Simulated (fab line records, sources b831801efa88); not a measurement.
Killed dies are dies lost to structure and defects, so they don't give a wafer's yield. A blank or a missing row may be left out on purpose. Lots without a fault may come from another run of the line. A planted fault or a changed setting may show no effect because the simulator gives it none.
Which tool did it? | flow sky130 | 13 lots, 39 wafers sampled, at 4 steps of a route of 708

WHAT THE GAUGES READ, wafer by wafer
SKY_VT_ADJUST_HVTP_CD_MEAS_07: target cd 380 nm. Usual: cd_nm 379.9 nm, standard deviation 2.7.
lot  | measured     | on        | cd_nm (nm)        | flag
L811 | day 6 02:53  | cd_sem-02 | 378.3 379.2 376.9 |
L813 | day 6 16:16  | cd_sem-01 | 381.2 382.6 383.9 |
L814 | day 6 19:47  | cd_sem-01 | 373.4 377.2 379.9 |
L817 | day 7 13:30  | cd_sem-01 | 377.8 379.3 379.7 |
L818 | day 7 22:23  | cd_sem-01 | 374.1 373.8 376.2 |
L820 | day 8 10:02  | cd_sem-01 | 380.3 380.5 381.4 |
L826 | day 9 21:50  | cd_sem-02 | 381.7 381.9 382.9 |
L827 | day 10 06:23 | cd_sem-01 | 380.9 378.7 379.7 |
L828 | day 10 13:35 | cd_sem-01 | 378.2 380.8 376.8 |
L829 | day 10 23:20 | cd_sem-02 | 379.0 379.7 379.2 |
L831 | day 11 10:53 | cd_sem-01 | 379.3 382.5 378.3 |
L832 | day 11 20:24 | cd_sem-02 | 385.7 387.1 383.0 |
L833 | day 12 01:25 | cd_sem-01 | 380.1 383.9 383.4 |

WHICH TOOL RAN EACH LOT (tool, then ch and the chambers of the sampled wafers, then the start)
lot  | SKY_FIELD_ISO_ETCH_15             | SKY_FIELD_ISO_CMP_27         | SKY_NWELL_IMPLANT_12
L811 | rie_diel-01 ch 2,3, day 2 05:19   | cmp-02 ch 0,1,2, day 2 11:04 | implanter-01 ch 0, day 4 14:50
L813 | rie_diel-03 ch 0,3, day 2 16:58   | cmp-01 ch 0,2, day 2 20:54   | implanter-01 ch 0, day 5 03:05
L814 | rie_diel-03 ch 0,3, day 2 21:01   | cmp-02 ch 0,3, day 3 01:18   | implanter-04 ch 0, day 5 07:13
L817 | rie_diel-03 ch 0,1,2, day 3 11:54 | cmp-01 ch 0,2,3, day 3 16:30 | implanter-03 ch 0, day 5 23:11
L818 | rie_diel-01 ch 0,2,3, day 3 17:04 | cmp-02 ch 1,2, day 3 21:49   | implanter-03 ch 0, day 6 06:56
L820 | rie_diel-04 ch 0,1,2, day 4 02:49 | cmp-01 ch 0,2,3, day 4 08:46 | implanter-03 ch 0, day 6 18:23
L826 | rie_diel-04 ch 1,3, day 5 09:49   | cmp-01 ch 1,3, day 5 14:30   | implanter-01 ch 0, day 8 03:23
L827 | rie_diel-03 ch 0,2,3, day 5 15:24 | cmp-02 ch 0,1,2, day 5 20:44 | implanter-01 ch 0, day 8 10:23
L828 | rie_diel-03 ch 1,3, day 5 20:40   | cmp-02 ch 1,2,3, day 6 02:05 | implanter-01 ch 0, day 8 16:53
L829 | rie_diel-04 ch 1,2,3, day 6 04:04 | cmp-01 ch 0,1,3, day 6 08:39 | implanter-01 ch 0, day 9 02:04
L831 | rie_diel-01 ch 1,2,3, day 6 16:06 | cmp-01 ch 0,1,2, day 6 19:31 | implanter-03 ch 0, day 9 12:28
L832 | rie_diel-01 ch 0,3, day 7 00:21   | cmp-01 ch 0,1,3, day 7 04:14 | implanter-03 ch 0, day 9 21:30
L833 | rie_diel-03 ch 1,2,3, day 7 03:37 | cmp-02 ch 0,1,3, day 7 07:00 | implanter-03 ch 0, day 10 02:39
- SKY_FIELD_ISO_ETCH_15: etches the open film in CHF3/O2, stops on Si, target depth 180 nm, time 72 s.
- SKY_FIELD_ISO_CMP_27: polishes, stops on Si3N4, t overpolish 16 s, target thk 457.8 nm.
- SKY_NWELL_IMPLANT_12

WHAT THE TOOLS THEMSELVES READ (means of the sampled wafers that have a number; where no wafer has one, the mark that the record gives instead)
SKY_FIELD_ISO_ETCH_15. Usual: drypump_motor_current_A 5.7 A, standard deviation 0.54; oes_product_au 0.948 a.u., standard deviation 0.0064; throttle_valve_pct 8.844 %, standard deviation 0.0087.
lot  | tool        | drypump_motor_current_A (A) | oes_product_au (a.u.) | throttle_valve_pct (%) | flag
L811 | rie_diel-01 | 5.4                         | 0.955                 | 8.858                  |
L813 | rie_diel-03 | 5.6                         | 0.950                 | 8.845                  |
L814 | rie_diel-03 | 5.2                         | 0.944                 | 8.841                  |
L817 | rie_diel-03 | 5.9                         | 0.947                 | 8.847                  |
L818 | rie_diel-01 | 5.2                         | 0.955                 | 8.848                  |
L820 | rie_diel-04 | 6.1                         | 0.948                 | 8.847                  |
L826 | rie_diel-04 | 5.9                         | 0.951                 | 8.848                  |
L827 | rie_diel-03 | 5.5                         | 0.949                 | 8.840                  |
L828 | rie_diel-03 | 5.5                         | 0.947                 | 8.846                  |
L829 | rie_diel-04 | 5.9                         | 0.940                 | 8.841                  |
L831 | rie_diel-01 | 5.7                         | 0.948                 | 8.850                  |
L832 | rie_diel-01 | 5.4                         | 0.951                 | 8.845                  |
L833 | rie_diel-03 | 5.4                         | 0.951                 | 8.853                  |

SKY_FIELD_ISO_CMP_27. Usual: motor_current_A 11.7 A, standard deviation 1; overpolish_run_s 16.000 s, standard deviation 0.0088; time_to_endpoint_s 112 s, standard deviation 3.3.
lot  | tool   | motor_current_A (A) | overpolish_run_s (s) | time_to_endpoint_s (s) | flag
L811 | cmp-02 | 11.7                | 16.004               | 112                    |
L813 | cmp-01 | 11.1                | 16.002               | 111                    |
L814 | cmp-02 | 11.1                | 16.000               | 114                    |
L817 | cmp-01 | 12.0                | 16.000               | 110                    |
L818 | cmp-02 | 11.6                | 15.998               | 115                    |
L820 | cmp-01 | 12.0                | 15.997               | 111                    |
L826 | cmp-01 | 11.3                | 16.007               | 110                    |
L827 | cmp-02 | 11.5                | 15.998               | 117                    |
L828 | cmp-02 | 12.3                | 15.991               | 113                    |
L829 | cmp-01 | 12.0                | 15.994               | 113                    |
L831 | cmp-01 | 11.0                | 15.998               | 113                    |
L832 | cmp-01 | 12.0                | 16.005               | 107                    |
L833 | cmp-02 | 11.9                | 15.996               | 114                    |

SKY_NWELL_IMPLANT_12. Usual: dose_ions_cm2 1.3e+12, standard deviation 1.4e+09; faraday_current_uA 7.34, standard deviation 0.14.
lot  | tool         | dose_ions_cm2 | faraday_current_uA | flag
L811 | implanter-01 | 1.3e+12       | 7.32               |
L813 | implanter-01 | 1.3e+12       | 7.34               |
L814 | implanter-04 | 1.3e+12       | 7.20               |
L817 | implanter-03 | 1.3e+12       | 7.22               |
L818 | implanter-03 | 1.3e+12       | 7.41               |
L820 | implanter-03 | 1.3e+12       | 7.42               |
L826 | implanter-01 | 1.3e+12       | 7.27               |
L827 | implanter-01 | 1.4e+12       | 7.98               | OFF
L828 | implanter-01 | 1.4e+12       | 7.84               | OFF
L829 | implanter-01 | 1.4e+12       | 8.00               | OFF
L831 | implanter-03 | 1.3e+12       | 7.49               |
L832 | implanter-03 | 1.3e+12       | 7.38               |
L833 | implanter-03 | 1.3e+12       | 7.41               |

THE ANSWER, worked out from the rows above alone
Rule: a lot is off if the mean of its wafers that have a number lies more than 3 standard deviations from the usual mean. A lot without any number at a reading at which 4 lots or more have one is off too. The other lots that the step has rows for count as sound. The gauges are gone through in route order, then the tools' own readings, and for those a lot's mean is taken as printed above. The first step at which some lot is off is used, and at that step the reading that is off furthest; a lot without a number counts as furthest.
Off: L827, L828, L829, at SKY_NWELL_IMPLANT_12 (dose_ions_cm2).
A tool fits if, at that step or a process step before it, it ran every lot that is off, and no sound lot after the first of them. One fits: implanter-01 at SKY_NWELL_IMPLANT_12. Its last sound lot is L826 (day 8 03:23), its first lot that is off L827 (day 8 10:23): a fault that began between those two fits.
The tool's own readings at SKY_NWELL_IMPLANT_12 bear it out: on the lots that are off they differ by more than 5 times the standard deviation of the sound lots' means. dose_ions_cm2 reads 1.4e+12 there against 1.3e+12 on the sound lots; faraday_current_uA reads 7.94 there against 7.35 on the sound lots.

WHAT THE SIMULATOR HAD PUT IN
Process parameter drift: implanter-01, from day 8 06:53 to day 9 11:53, at SKY_NWELL_IMPLANT_12. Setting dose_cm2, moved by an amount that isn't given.
Lots struck among those shown: L827, L828, L829. The rule above found the same.
